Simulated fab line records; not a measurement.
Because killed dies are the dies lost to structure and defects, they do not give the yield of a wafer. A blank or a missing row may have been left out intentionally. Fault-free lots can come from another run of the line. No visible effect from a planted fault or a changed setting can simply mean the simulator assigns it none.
Which tool did it? | flow gf180mcu | 6 lots (18 wafers sampled), 1 step of a 602-step route

WHAT THE GAUGES READ, wafer by wafer
GF_NSD_OVL_MEAS_08.
lot  | measured     | on         | NSD_OVL (nm)
L184 | day 14 10:59 | overlay-02 | 1.4 1.0 0.7
L187 | day 15 05:55 | overlay-02 | -0.8 -0.6 -1.1
L189 | day 15 23:06 | overlay-02 | 1.3 0.8 2.3
L194 | day 18 02:50 | overlay-01 | 2.2 1.7 2.1
L200 | day 19 22:46 | overlay-01 | 0.3 -0.2 -0.9
L203 | day 20 19:26 | overlay-01 | -0.1 -1.0 -0.3

WHAT TOOL EACH LOT RAN ON (gives the tool, then ch and the chambers of the sampled wafers, and finally the start)
The record shows no process step preceding these readings.

THE ANSWER, worked out from the rows above alone
Rule: usual is defined by the lots themselves. The widest of any qualifying gaps counts: lots, ordered by their means at a reading, are off when they make up no more than a third of the lots, leave a main group of 4 or more, and stand apart from it by 3 or more times the standard deviation of that group's means. The tables above print the reading to a certain number of digits; a main group whose means all agree to those digits is not used. A lot without any number at a reading at which 4 lots or more have one is off too. All remaining lots with rows at the step are treated as sound.
Nothing can be told from this: no lot is off at any reading shown.

WHAT THE SIMULATOR HAD PUT IN
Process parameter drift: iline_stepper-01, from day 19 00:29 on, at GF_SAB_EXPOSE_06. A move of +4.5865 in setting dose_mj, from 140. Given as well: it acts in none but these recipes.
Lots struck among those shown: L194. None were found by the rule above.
